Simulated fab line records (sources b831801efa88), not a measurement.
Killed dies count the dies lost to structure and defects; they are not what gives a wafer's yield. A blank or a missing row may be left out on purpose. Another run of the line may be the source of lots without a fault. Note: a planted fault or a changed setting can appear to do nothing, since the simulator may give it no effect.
Chamber matching ; flow sky130 ; SKY_SONOS_ONO_ETCH_15 on rie_diel-02 has 4 sister chambers
The step etches the open film in CHF3/O2, target depth 19.52 nm, time 7.8 s. 14 wafers are shown with their chamber, then 7 later ones without.

## WAFERS WITH THEIR CHAMBER
wafer;chamber;drypump_motor_current_A (A);oes_product_au (a.u.);throttle_valve_pct (%)
L203.1;1;5.35;1.001;8.822
L203.4;0;6.13;0.999;8.820
L203.6;1;5.33;1.005;8.827
L208.1;0;6.13;1.004;8.823
L208.2;1;5.29;0.999;8.805
L208.6;1;5.31;0.996;8.824
L211.1;2;6.05;0.994;8.828
L211.3;0;6.14;1.014;8.817
L211.5;3;5.58;0.998;8.816
L212.1;2;6.06;0.992;8.822
L212.3;0;6.15;0.991;8.826
L212.4;3;5.59;1.002;8.832
L216.1;0;6.13;0.998;8.828
L216.2;3;5.59;0.992;8.813

SIGNATURES (averages over the wafers above)
reading;chamber 0;chamber 1;chamber 2;chamber 3;scatter within a chamber
drypump_motor_current_A;6.1360;5.3200;6.0550;5.5867;0.0156
oes_product_au;1.00120;1.00025;0.99300;0.99733;0.00621
throttle_valve_pct;8.82280;8.81950;8.82500;8.82033;0.00774
Rule: distance of a wafer from a chamber = root of the sum over the readings of ((wafer's reading minus chamber's mean) / reading's scatter) squared. If the next closest chamber is less than 2 further off than the closest, the wafer can't be placed; otherwise it belongs to the closest. The scatter is the square root of a quotient: the sum, over the shown wafers, of each reading's squared deviation from its chamber's mean, divided by wafers minus chambers.

## WAFERS WITHOUT THEIR CHAMBER
wafer;drypump_motor_current_A (A);oes_product_au (a.u.);throttle_valve_pct (%)
L216.3;5.31;0.976;8.819
L221.1;5.58;1.013;8.842
L221.4;6.15;1.005;8.823
L221.5;5.58;1.011;8.821
L222.1;5.60;1.009;8.820
L222.2;6.13;1.006;8.821
L222.3;6.03;0.998;8.823

## EACH ONE'S CHAMBER
wafer;from the rows above;in truth
L216.3;1;1
L221.1;3;3
L221.4;0;0
L221.5;3;3
L222.1;3;3
L222.2;0;0
L222.3;2;2
7 of 7 placed correctly. From these rows, 0 cannot be placed. Number placed wrongly: 0.
